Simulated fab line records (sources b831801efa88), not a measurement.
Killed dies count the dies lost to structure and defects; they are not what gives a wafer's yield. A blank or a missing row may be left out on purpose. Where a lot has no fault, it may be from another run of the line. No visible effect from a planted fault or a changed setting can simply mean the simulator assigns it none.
fab line records	flow sky130
record: lots: 5	wafers: 15	lastDay: 50
route steps=708 shown VIA1@471 METAL2@483 PAD_OPEN@708
lots untouched by any fault: they come from a run of this same line in which no faults occurred
startH: hours from the record's first day to the start of the lot's first wafer shown	waitH: hours from the lot's prior step to this one	" the same as in the row above	L1.1+2: a single row standing in for several wafers	- no value present, or no start provided	* or withheld: withheld	< > ~ a bound
route shown NAME@n: names a module that has steps shown in the file, with the first one's number in the route	usual: the fault-free wafers' mean and standard deviation	same: alike in all rows	chamber/n: place in a boat	sites: each site's reading	_std_site: the standard deviation of these	_edge_site: mean of outer sites minus mean of inner sites	radiusMm: for every site, how far away it sits from the centre of the wafer	mask NAME#n: copy n	behind: the most recent tool/chamber to have shaped the wafer	hold: why the lot went on hold/how many hours it stayed there/how the hold came to an end	device: whichever transistor did not switch (one of n, p or np)	end of line: tests of these same wafers at the route's end	for a step that has no rows: nothing shown but its recipe	killed: the dies lost at the first sort to structure and to defects; this is not the yield of the wafer	map: shows each die of a wafer: x if killed, . if not, _ if none is there
set.NAME: the setting that was run; set.NAME@STEP: the one run at that earlier step	model.NAME: the simulator's own value behind a step, which no gauge read
lots at selected steps of the route; one table per step, one row per wafer
services: when a tool's chamber went out of use (startH, in hours from the record's first day, below 0 if earlier), for how many hours, and the reason
== steps ==
step: SKY_VIA1_OVL_MEAS_13
usual: VIA1_OVL: 2/6.9
lot.wafer	tool	chamber	startH	waitH	VIA1_OVL[nm]
L315.2	overlay-02	-	789.82	0.1	10
L315.3	"	-	"	"	15
L315.5	"	-	"	"	11
L316.1	overlay-01	-	793.63	0.1	-3
L316.2	"	-	"	"	0
L316.3	"	-	"	"	-2
L330.2	overlay-01	-	908.62	0.1	-8
L330.4	"	-	"	"	-2
L330.6	"	-	"	"	-14
L336.3	overlay-01	-	940.29	0.1	21
L336.4	"	-	"	"	5
L336.5	"	-	"	"	15
L337.3	overlay-02	-	950.19	0.1	-1
L337.5	"	-	"	"	5
L337.6	"	-	"	"	8
step: SKY_VIA1_ETCH_14
recipe: chemistry: N2/H2	target: BARC	ionEnergyEv: 200	sourceW: 500	biasW: 100	pressureMtorr: 30	n2FlowSccm: 100	h2FlowSccm: 200	stopOn: SiO2	timeS: 45.9	targetDepthA: 600
usual: biasW: 99.98/0.29	drypumpMotorCurrentA: 5.6/0.47	h2FlowSccm: 200.1/0.6	oesProductAu: 0.854/0.0049	throttleValvePct: 13.226/0.0094
same: timeS: 45.9
lot.wafer	tool	chamber	startH	waitH	biasW	drypumpMotorCurrentA	h2FlowSccm	oesProductAu	rfHoursCounterH	throttleValvePct
L315.2	rieDiel-02	0	789.85	0.0	100.17	5.9	199.5	0.856	6	13.231
L315.3	"	1	"	"	99.80	4.7	198.9	0.850	9	13.226
L315.5	"	2	"	"	99.93	5.6	200.0	0.853	-	13.237
L316.1	rieDiel-02	0	793.67	0.0	99.93	5.8	200.0	0.854	6	13.226
L316.2	"	1	"	"	99.70	4.7	200.8	0.854	9	13.222
L316.3	"	3	"	"	100.06	5.2	200.4	0.859	6	13.221
L330.2	rieDiel-02	1	908.65	0.0	100.22	4.7	199.8	0.856	12	13.229
L330.4	"	2	"	"	100.07	5.6	200.8	0.845	12	13.216
L330.6	"	1	"	"	99.89	4.7	200.1	0.862	-	13.224
L336.3	rieDiel-04	3	940.32	0.0	99.53	5.8	199.9	0.865	4	13.237
L336.4	"	0	"	"	100.27	4.9	199.6	0.864	12	13.222
L336.5	"	2	"	"	100.09	6.0	200.3	0.851	-	13.217
L337.3	rieDiel-02	3	950.22	0.0	100.19	5.2	199.7	0.855	12	13.220
L337.5	"	1	"	"	100.05	4.7	200.1	0.852	-	13.233
L337.6	"	2	"	"	100.40	5.6	200.9	0.848	-	13.234
step: SKY_VIA1_ETCH_15
recipe: target: SiO2	chemistry: C4F8/O2/Ar	targetDepthNm: 351	stopOn: TiN	maskMaterial: KrF-thick	sourceW: 1500	biasW: 1200	pressureMtorr: 40	c4f8FlowSccm: withheld	O2_flow_sccm: 6	Ar_flow_sccm: 300	timeS: 54
step: SKY_VIA1_STRIP_16
recipe: chemistry: O2/N2	powerW: 1400	pressureMtorr: 1500	platenTempC: withheld	o2FlowSccm: 3000	n2FlowSccm: 300	overashFraction: 0.5
usual: drypumpMotorCurrentA: 6.20/0.27	oesProductAu: 0.416/0.0047	stripTimeToEndpointS: 4.452/0.023
same: overashFraction: 0.5
lot.wafer	tool	chamber	startH	waitH	drypumpMotorCurrentA	oesProductAu	rfHoursCounterH	stripTimeToEndpointS
L315.2	plasmaAsher-02	0	789.94	0.0	5.75	0.412	4	4.457
L315.3	"	1	"	"	6.49	0.419	-	4.494
L315.5	"	0	"	"	5.76	0.414	-	4.456
L316.1	plasmaAsher-02	1	793.75	0.0	6.51	0.415	5	4.448
L316.2	"	0	"	"	5.76	0.417	5	4.485
L316.3	"	1	"	"	6.49	0.419	-	4.443
L330.2	plasmaAsher-04	1	908.74	0.0	6.27	0.412	80	4.419
L330.4	"	0	"	"	6.35	0.422	-	4.403
L330.6	"	0	"	"	6.36	0.416	-	4.429
L336.3	plasmaAsher-02	0	940.44	0.1	5.76	0.409	-	4.440
L336.4	"	1	"	"	6.51	0.414	-	4.421
L336.5	"	0	"	"	5.75	0.419	-	4.435
L337.3	plasmaAsher-04	0	950.34	0.1	6.34	0.418	-	4.441
L337.5	"	0	"	"	6.35	0.413	-	4.424
L337.6	"	1	"	"	6.25	0.411	-	4.439
step: SKY_VIA1_STRIP_17
recipe: chemistry: postEtchResidueRemover	timeS: 1200	tempC: 72.5
step: SKY_VIA1_CLEAN_18
recipe: chemistry: IPA	timeS: 180	tempC: 25
step: SKY_VIA1_CLEAN_19
recipe: chemistry: O3/DIW	dry: n2Spin
step: SKY_VIA1_SPUTTER_20
recipe: material: TiN	targetThkNm: 20	chamberPressurePa: 5	powerW: 4000	timeS: 80
step: SKY_VIA1_CVD_21
recipe: material: W	targetThkNm: 270	timeS: 80.902	tempC: 400	pressureTorr: 40
usual: heaterPowerW: 785/65
same: timeS: 80.902
lot.wafer	tool	chamber	startH	waitH	heaterPowerW
L315.2	cvdW-01	1	790.59	0.0	800
L315.3	"	0	"	"	691
L315.5	"	0	"	"	682
L316.1	cvdW-02	1	794.41	0.0	869
L316.2	"	0	"	"	849
L316.3	"	0	"	"	841
L330.2	cvdW-02	1	918.50	9.1	814
L330.4	"	0	"	"	790
L330.6	"	1	"	"	821
L336.3	cvdW-02	0	941.09	0.1	802
L336.4	"	1	"	"	802
L336.5	"	1	"	"	833
L337.3	cvdW-01	0	950.99	0.1	687
L337.5	"	1	"	"	808
L337.6	"	0	"	"	670
step: SKY_VIA1_RS_MEAS_22
recipe: thkMeasGauge: four-point-probe	reads: W_of_VIA1_CVD_21+TiN_of_VIA1_SPUTTER_20
usual: VIA1_W_RS: 0.427/0.0051
lot.wafer	tool	chamber	startH	waitH	VIA1_W_RS[ohm/sq]
L315.2	filmMetro-03	-	790.70	0.1	0.428
L315.3	"	-	"	"	0.439
L315.5	"	-	"	"	0.429
L316.1	filmMetro-03	-	794.50	0.1	0.423
L316.2	"	-	"	"	0.431
L316.3	"	-	"	"	0.429
L330.2	filmMetro-02	-	918.61	0.1	0.421
L330.4	"	-	"	"	0.433
L330.6	"	-	"	"	0.424
L336.3	filmMetro-03	-	941.19	0.1	0.429
L336.4	"	-	"	"	0.424
L336.5	"	-	"	"	0.420
L337.3	filmMetro-02	-	951.09	0.1	0.433
L337.5	"	-	"	"	0.429
L337.6	"	-	"	"	0.435
step: SKY_VIA1_THK_MEAS_23
recipe: thkMeasGauge: xrf	reads: W_of_VIA1_CVD_21
usual: VIA1_W_THK: 270/3.5
lot.wafer	tool	chamber	startH	waitH	VIA1_W_THK[nm]
L315.2	filmMetro-03	-	790.81	0.1	269
L315.3	"	-	"	"	263
L315.5	"	-	"	"	267
L316.1	filmMetro-03	-	794.62	0.1	273
L316.2	"	-	"	"	267
L316.3	"	-	"	"	267
L330.2	filmMetro-02	-	918.72	0.1	275
L330.4	"	-	"	"	268
L330.6	"	-	"	"	273
L336.3	filmMetro-03	-	941.29	0.1	269
L336.4	"	-	"	"	271
L336.5	"	-	"	"	273
L337.3	filmMetro-02	-	951.19	0.1	267
L337.5	"	-	"	"	269
L337.6	"	-	"	"	264
step: SKY_VIA1_CMP_24
recipe: stopOn: SiO2	tOverpolishS: 15	downForcePsi: 3.5	platenRpm: 60	targetThkNm: 0	padVelocityMS: 0.94248
usual: motorCurrentA: 11.2/1.3	overpolishRunS: 15.001/0.01	platenRpm: 60.00/0.036	timeToEndpointS: 65.0/2.3
lot.wafer	tool	chamber	startH	waitH	motorCurrentA	overpolishRunS	platenRpm	timeToEndpointS
L315.3	cmp-01	0	790.86	0.0	11.9	15.003	60.03	65.2
L315.2	"	1	"	"	12.7	14.993	59.99	63.5
L315.5	"	1	"	"	11.9	15.004	59.98	62.0
L316.1	cmp-01	0	794.68	0.1	11.3	15.005	60.03	68.4
L316.3	"	1	"	"	12.2	14.987	59.98	63.7
L316.2	"	2	"	"	9.0	15.007	59.99	64.9
L330.2	cmp-02	2	918.97	0.2	12.3	15.008	60.02	67.9
L330.4	"	3	"	"	9.6	15.003	60.04	64.6
L330.6	"	1	"	"	10.4	15.017	60.02	64.4
L336.3	cmp-01	2	941.33	0.0	8.9	14.994	60.05	62.3
L336.4	"	1	"	"	12.9	14.987	59.96	62.9
L336.5	"	2	"	"	9.1	14.989	60.06	63.1
L337.3	cmp-02	2	951.28	0.1	12.2	14.985	60.02	67.0
L337.6	"	1	"	"	10.3	14.987	60.00	63.3
L337.5	"	2	"	"	13.1	15.004	60.02	64.0
step: SKY_METAL2_SPUTTER_00
recipe: material: Ti	targetThkNm: 15	powerW: 3000	timeS: 10	chamberPressurePa: 0.4
usual: throttleValvePct: 30.7/1.2
lot.wafer	tool	chamber	startH	waitH	throttleValvePct	model.Ti_of_METAL2_SPUTTER_00.thkNm
L315.2	pvdSputter-03	-	791.16	0.2	29.5	15.08
L315.3	"	-	"	"	31.8	15.03
L315.5	"	-	"	"	29.6	15.23
L316.1	pvdSputter-02	-	794.98	0.2	29.4	15
L316.2	"	-	"	"	31.5	15.26
L316.3	"	-	"	"	31.0	15.14
L330.2	pvdSputter-02	-	919.17	0.1	31.6	15.1
L330.4	"	-	"	"	29.3	22.43
L330.6	"	-	"	"	31.4	15.2
L336.3	pvdSputter-03	-	941.63	0.2	29.6	15.1
L336.4	"	-	"	"	29.7	14.99
L336.5	"	-	"	"	31.1	15.03
L337.3	pvdSputter-04	-	951.53	0.2	29.3	14.52
L337.5	"	-	"	"	29.3	14.5
L337.6	"	-	"	"	32.0	14.7
step: SKY_METAL2_SPUTTER_01
recipe: material: TiN	targetThkNm: 20	powerW: 6500	timeS: 16.7	chamberPressurePa: 0.4
usual: throttleValvePct: 30.7/1.2
same: timeS: 16.7
lot.wafer	tool	chamber	startH	waitH	throttleValvePct
L315.2	pvdSputter-03	-	791.18	0.0	29.7
L315.3	"	-	"	"	31.7
L315.5	"	-	"	"	29.5
L316.1	pvdSputter-02	-	795.00	0.0	29.2
L316.2	"	-	"	"	31.5
L316.3	"	-	"	"	30.8
L330.2	pvdSputter-02	-	919.19	0.0	31.6
L330.4	"	-	"	"	29.2
L330.6	"	-	"	"	31.7
L336.3	pvdSputter-03	-	941.65	0.0	29.7
L336.4	"	-	"	"	29.7
L336.5	"	-	"	"	30.9
L337.3	pvdSputter-04	-	951.55	0.0	29.0
L337.5	"	-	"	"	29.2
L337.6	"	-	"	"	32.3
step: SKY_PAD_OPEN_PROBE_99
usual: defectLimitedYield: 82.7/1.8	killed_at_M0_to_M3: 44/6.8	killed_at_M4_up: 3.2/1.7	killedAtContacts: 24/4.9	killedAtFrontEnd: 14/4.1	killedAtOther: 0.2/0.51	killedDies: 85/8.7	killedOpen: 46/6.8	killedShort: 39/6.1	sort_bin_3_pad_short: 0.9/0.43	sort_bin_5_function: 10.1/1.4	sort_bin_6_memory: 6.3/1.1	sortNPass: 407/8.7	sortYieldPct: 82.7/1.8
same: grossDies: 492	killedAtBackSide: 0	sort_bin_4_leakage[%]: 0	sort_bin_8_speed[%]: 0
lot.wafer	tool	chamber	startH	waitH	defectLimitedYield[%]	killed_at_M0_to_M3	killed_at_M4_up	killedAtContacts	killedAtFrontEnd	killedAtOther	killedDies	killedOpen	killedShort	sort_bin_3_pad_short[%]	sort_bin_5_function[%]	sort_bin_6_memory[%]	sortNPass	sortYieldPct[%]
L315.2	prober-02	-	1075.86	0.1	77.8	60	3	22	24	0	109	57	52	1.4	12.6	8.1	383	77.8
L315.3	prober-02	-	1075.91	0.2	80.1	47	5	32	14	0	98	57	41	0.6	11.4	7.9	394	80.1
L315.5	prober-02	-	1076.01	0.2	84.6	44	1	22	8	1	76	40	36	1.4	9.3	4.7	416	84.6
L316.1	prober-01	-	1076.27	0.1	81.3	46	1	30	15	0	92	47	45	1.0	11.4	6.3	400	81.3
L316.2	prober-01	-	1076.32	0.1	85.2	41	4	19	9	0	73	40	33	1.2	8.3	5.3	419	85.2
L316.3	prober-01	-	1076.37	0.2	83.9	42	4	22	11	0	79	44	35	1.6	6.7	7.7	413	83.9
L330.2	prober-01	-	1169.77	0.1	81.9	46	1	24	18	0	89	45	44	0.8	10.8	6.5	403	81.9
L330.4	prober-01	-	1169.87	0.2	83.5	35	1	28	17	0	81	50	31	1.4	8.9	6.1	411	83.5
L330.6	prober-01	-	1169.97	0.2	81.7	38	2	31	19	0	90	42	48	1.6	9.3	7.3	402	81.7
L336.3	prober-01	-	1185.46	0.2	85.8	41	2	19	8	0	70	43	27	0.6	7.7	5.9	422	85.8
L336.4	prober-01	-	1185.51	0.2	80.5	49	5	31	11	0	96	53	43	2.2	11.8	5.5	396	80.5
L336.5	prober-01	-	1185.56	0.2	81.9	49	1	28	11	0	89	48	41	1.4	9.8	6.9	403	81.9
L337.3	prober-02	-	1194.28	0.2	83.1	54	3	13	12	1	83	44	39	0.4	10.8	5.7	409	83.1
L337.5	prober-02	-	1194.38	0.2	82.1	42	1	32	12	1	88	46	42	0.6	11.0	6.3	404	82.1
L337.6	prober-02	-	1194.43	0.2	83.1	47	4	20	12	0	83	44	39	2.0	9.3	5.5	409	83.1
killed by level:class
L315.2 VIA1:geometricParticle:open=15 METAL1:geometricParticle:short=9 VIA1:geometricParticle:short=9 POLY_GATE:geometricParticle:open=7 LI_CONTACT:geometricParticle:open=7 VIA3:geometricParticle:open=7 CONTACT:geometricParticle:open=6 POLY_GATE:geometricParticle:short=5
L315.3 CONTACT:geometricParticle:open=14 VIA1:geometricParticle:open=12 VIA2:geometricParticle:open=8 CONTACT:geometricParticle:short=6 METAL2:geometricParticle:short=5 LI_CONTACT:geometricParticle:open=5 VIA3:geometricParticle:open=5 VIA1:geometricParticle:short=4
L315.5 VIA1:geometricParticle:open=10 VIA1:geometricParticle:short=9 CONTACT:geometricParticle:open=8 LI_CONTACT:geometricParticle:open=8 METAL2:geometricParticle:short=7 VIA3:geometricParticle:open=4 VIA2:geometricParticle:open=4 POLY_GATE:geometricParticle:short=3
L316.1 CONTACT:geometricParticle:open=14 CONTACT:geometricParticle:short=8 VIA2:geometricParticle:open=7 METAL1:geometricParticle:short=6 VIA1:geometricParticle:open=6 VIA3:geometricParticle:open=6 METAL2:geometricParticle:short=5 FIELD_ISO:geometricParticle:short=4
L316.2 VIA1:geometricParticle:open=10 CONTACT:geometricParticle:open=8 CONTACT:geometricParticle:short=7 METAL2:geometricParticle:short=6 FIELD_ISO:geometricParticle:open=5 VIA2:geometricParticle:open=5 METAL1:geometricParticle:short=4 VIA1:geometricParticle:short=4
L316.3 VIA1:geometricParticle:open=13 CONTACT:geometricParticle:open=8 LI_CONTACT:geometricParticle:open=6 METAL1:geometricParticle:short=6 CONTACT:geometricParticle:short=5 VIA2:geometricParticle:open=5 METAL2:geometricParticle:short=4 VIA3:geometricParticle:open=4
L330.2 VIA1:geometricParticle:open=8 CONTACT:geometricParticle:open=7 FIELD_ISO:geometricParticle:short=6 POLY_GATE:geometricParticle:open=6 VIA2:geometricParticle:open=6 VIA3:geometricParticle:open=6 VIA3:geometricParticle:short=5 LI_CONTACT:geometricParticle:open=5
L330.4 CONTACT:geometricParticle:open=12 VIA1:geometricParticle:open=10 CONTACT:geometricParticle:short=6 VIA3:geometricParticle:open=6 POLY_GATE:geometricParticle:short=5 LI_CONTACT:geometricParticle:open=5 FIELD_ISO:geometricParticle:open=4 POLY_GATE:geometricParticle:open=4
L330.6 VIA1:geometricParticle:open=10 CONTACT:geometricParticle:short=9 LI_CONTACT:geometricParticle:open=7 VIA3:geometricParticle:open=7 FIELD_ISO:geometricParticle:open=5 FIELD_ISO:geometricParticle:short=5 LI_CONTACT:geometricParticle:short=5 CONTACT:geometricParticle:open=5
L336.3 LI_CONTACT:geometricParticle:open=11 VIA2:geometricParticle:open=10 VIA1:geometricParticle:open=7 CONTACT:geometricParticle:open=5 METAL1:geometricParticle:short=5 VIA1:geometricParticle:short=5 METAL3:geometricParticle:short=4 VIA3:geometricParticle:open=3
L336.4 LI_CONTACT:geometricParticle:open=13 CONTACT:geometricParticle:open=9 VIA1:geometricParticle:open=8 METAL1:geometricParticle:short=8 VIA3:geometricParticle:open=8 VIA1:geometricParticle:short=6 FIELD_ISO:geometricParticle:short=5 METAL3:geometricParticle:short=5
L336.5 CONTACT:geometricParticle:open=15 VIA1:geometricParticle:open=10 METAL1:geometricParticle:short=8 LI_CONTACT:geometricParticle:open=5 VIA2:geometricParticle:open=5 VIA1:geometricParticle:short=5 VIA3:geometricParticle:short=5 VIA3:geometricParticle:open=5
L337.3 METAL2:geometricParticle:short=10 VIA1:geometricParticle:open=9 VIA3:geometricParticle:open=9 VIA2:geometricParticle:open=7 CONTACT:geometricParticle:open=6 CONTACT:geometricParticle:short=4 FIELD_ISO:geometricParticle:short=4 METAL1:geometricParticle:short=4
L337.5 LI_CONTACT:geometricParticle:open=11 VIA2:geometricParticle:open=9 CONTACT:geometricParticle:short=8 CONTACT:geometricParticle:open=7 VIA1:geometricParticle:open=7 METAL2:geometricParticle:short=6 VIA1:geometricParticle:short=6 FIELD_ISO:geometricParticle:open=5
L337.6 METAL2:geometricParticle:short=9 LI_CONTACT:geometricParticle:open=8 METAL1:geometricParticle:short=8 VIA1:geometricParticle:open=8 CONTACT:geometricParticle:open=7 VIA2:geometricParticle:open=7 FIELD_ISO:geometricParticle:open=5 POLY_GATE:geometricParticle:short=5
== services ==
tool	chamber	startH	hours	kind
cvdW-01	-	775.39	1.0	repair
pvdSputter-02	-	775.77	2.7	repair
cmp-01	-	786.15	4.3	repair
rieDiel-02	1	821.04	10.0	repair
plasmaAsher-02	-	821.65	11.7	repair
cvdW-02	0	824.55	8.5	repair
cmp-01	-	826.63	3.8	pm
plasmaAsher-02	-	833.31	14.6	pm
cmp-01	-	833.79	0.7	repair
rieDiel-04	0	837.38	3.6	repair
cvdW-02	0	849.62	3.6	repair
cmp-01	-	860.22	4.5	repair
rieDiel-02	0	865.09	16.8	repair
rieDiel-02	1	878.72	16.1	repair
cmp-01	-	880.50	1.1	repair
plasmaAsher-04	-	888.74	0.7	repair
cvdW-01	-	901.57	28.1	pm
cvdW-02	-	904.00	14.0	pm
cmp-01	-	907.57	6.3	repair
plasmaAsher-04	-	921.03	0.7	repair
cmp-01	-	925.51	4.0	pm
plasmaAsher-02	-	929.22	0.9	repair
cmp-01	-	931.54	3.7	repair
plasmaAsher-04	-	947.77	0.7	repair
== key ==
firstSign none at tools or gauges
modelEffect: step: SKY_METAL2_SPUTTER_00	value: Ti_of_METAL2_SPUTTER_00.thkNm	without: 14.97	struck: 22.43
metAt SKY_METAL2_SPUTTER_00
struckWafers L330.4
onsetBetween 794.98 919.17
fault: kind: processParameterDrift	tool: pvdSputter-02	chamber: -	onsetH: 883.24	steps: SKY_METAL2_SPUTTER_00	channel: targetThkNm	offset: 7.4659	shape: step	endH: 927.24	scope: struckWafersOnly	actsIn: theseRecipesOnly	stated: 15
